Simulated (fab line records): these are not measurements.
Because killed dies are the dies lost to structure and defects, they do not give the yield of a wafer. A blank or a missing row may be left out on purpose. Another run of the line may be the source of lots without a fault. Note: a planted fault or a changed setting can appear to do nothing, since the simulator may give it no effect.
A lot that was struck, set against a sound lot    flow sky130    16 out of 708 route steps
Sound: these wafers, L531.1, L531.3, L531.4. Struck: wafers L539.1, L539.6 (left out: L539.3, a lot-mate that was not struck); the cause follows at the end.
Each step with rows lists, per side, the tool, then ch with its chambers, then its first start. Under that, the readings that differ: sound wafers    struck wafers    difference of the means    sigmas: that difference in standard deviations of wafers without a fault.
alike: same words and numbers on both sides, and readings whose means sit less than 2 such deviations apart. not compared: any withheld reading, any reading some wafer has no value for, any bound like >300 that may hide the same value, and any number with overlapping values for which the record gives no deviation.
The two part at a step that has a row with sigmas, a row that says differs or no value, or rows on one side only. When numbers do not overlap yet have no deviation, they are printed without sigmas and do not part them. A reading that every wafer of one side lacks parts them only if that side has two wafers or more.

SKY_METAL5_SPUTTER_03: material Ti, target thk 5 nm, time 3.3 s.
  sound: pvd_sputter-02 at day 44 06:04; struck: pvd_sputter-03 at day 46 08:13
  alike: throttle_valve_pct
SKY_METAL5_SPUTTER_04: material TiN, target thk 70 nm, time 58.3 s.
  sound: pvd_sputter-02 at day 44 06:05; struck: pvd_sputter-03 at day 46 08:14
  alike: throttle_valve_pct
SKY_METAL5_RS_MEAS_05: measurement is done with a four-point probe.
  sound: film_metro-02 at day 44 06:08; struck: film_metro-02 at day 46 08:17
  alike: METAL5_ALCU_RS
SKY_METAL5_THK_MEAS_06: measures by xrf.
  sound: film_metro-02 at day 44 06:15; struck: film_metro-02 at day 46 08:25
  alike: METAL5_ALCU_THK
then, 7 steps without rows for these wafers: SKY_METAL5_DEHYDRATE_07 (time 60 s); SKY_METAL5_HMDS_08 (prime time 60 s); SKY_METAL5_COAT_09 (resist thk 1800 nm); SKY_METAL5_SOFTBAKE_10 (time 60 s); SKY_METAL5_EXPOSE_11 (exposes mask MM5, target cd 1600 nm); SKY_METAL5_PEB_12; SKY_METAL5_DEVELOP_13 (develop time 60 s).
SKY_METAL5_DESCUM_14: chemistry O2, time 11 s.
  sound on rie_metal-03 ch 0,1, day 45 04:01; struck on rie_metal-03 ch 1, day 47 04:55
  alike: drypump_motor_current_A, he_backside_leak_sccm, oes_product_au
  not compared: rf_hours_counter_h
SKY_METAL5_METAL_ETCH_15: etches the open film in Cl2/BCl3, stops on SiO2, target depth 1260 nm, time 252 s.
  sound on rie_metal-03 ch 0,1, day 45 04:02; struck on rie_metal-03 ch 1, day 47 04:56
reading                                      sound              struck         difference  sigmas
oes_product_au (a.u.)                        0.892 0.893 0.895  0.815 0.811    -0.080      -15
over_etch_frac                               0.2 0.2 0.2        0.4192 0.4192  +0.2192     
model.NOVOLAK_of_METAL5_COAT_09.thk_nm (nm)  1015 1038 1019     910.6 907.6    -114.9      
model.METAL5.cd_nm (nm)                      1599 1599 1602     1578 1577      -22         
model.SiO2_of_VIA4_HDPCVD_00.thk_nm (nm)     550.1 551.1 549.6  542.6 545.8    -6.1        
  alike: bias_w, drypump_motor_current_A, he_backside_leak_sccm, throttle_valve_pct
  not compared: rf_hours_counter_h
SKY_METAL5_STRIP_16: strips in O2/N2.
  sound on plasma_asher-02 ch 0,1, day 45 04:17; struck on plasma_asher-04 ch 1, day 47 05:11
reading                       sound              struck       difference  sigmas
n2_flow_sccm (sccm)           299.4 300.3 298.5  301.7 301.8  +2.4        +3
oes_product_au (a.u.)         0.720 0.714 0.716  0.702 0.711  -0.010      -2
strip_time_to_endpoint_s (s)  12.84 13.12 12.89  11.71 11.67  -1.26       -9
  alike: drypump_motor_current_A
  not compared: rf_hours_counter_h
then, 1 step without rows for these wafers: SKY_METAL5_STRIP_17 (strips in post etch residue remover, time 1200 s).
SKY_PAD_OPEN_PROBE_99:
  sound: prober-02 at day 47 02:11; struck: prober-01 at day 48 23:38
reading                         sound           struck     difference  sigmas
model.etest.met5.width_nm (nm)  1599 1597 1602  1582 1579  -19         
  alike: defect_limited_yield, killed_at_M0_to_M3, killed_at_M4_up, killed_at_contacts, killed_at_front_end, killed_at_other, killed_dies, killed_on_rim, killed_open, killed_short, sort_bin_3_pad_short, sort_bin_5_function, sort_bin_6_memory, sort_bin_8_speed, sort_n_pass, sort_yield_pct

WHERE THEY PART
Earliest at SKY_METAL5_METAL_ETCH_15; latest, in this record, at SKY_METAL5_STRIP_16. Later steps at which nothing parts them and some readings are alike: SKY_PAD_OPEN_PROBE_99.

WHY: the cause the simulator had injected
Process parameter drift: rie_metal-03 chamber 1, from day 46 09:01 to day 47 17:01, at SKY_METAL5_METAL_ETCH_15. Setting over_etch_frac, moved by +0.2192, from 0.2. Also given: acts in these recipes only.
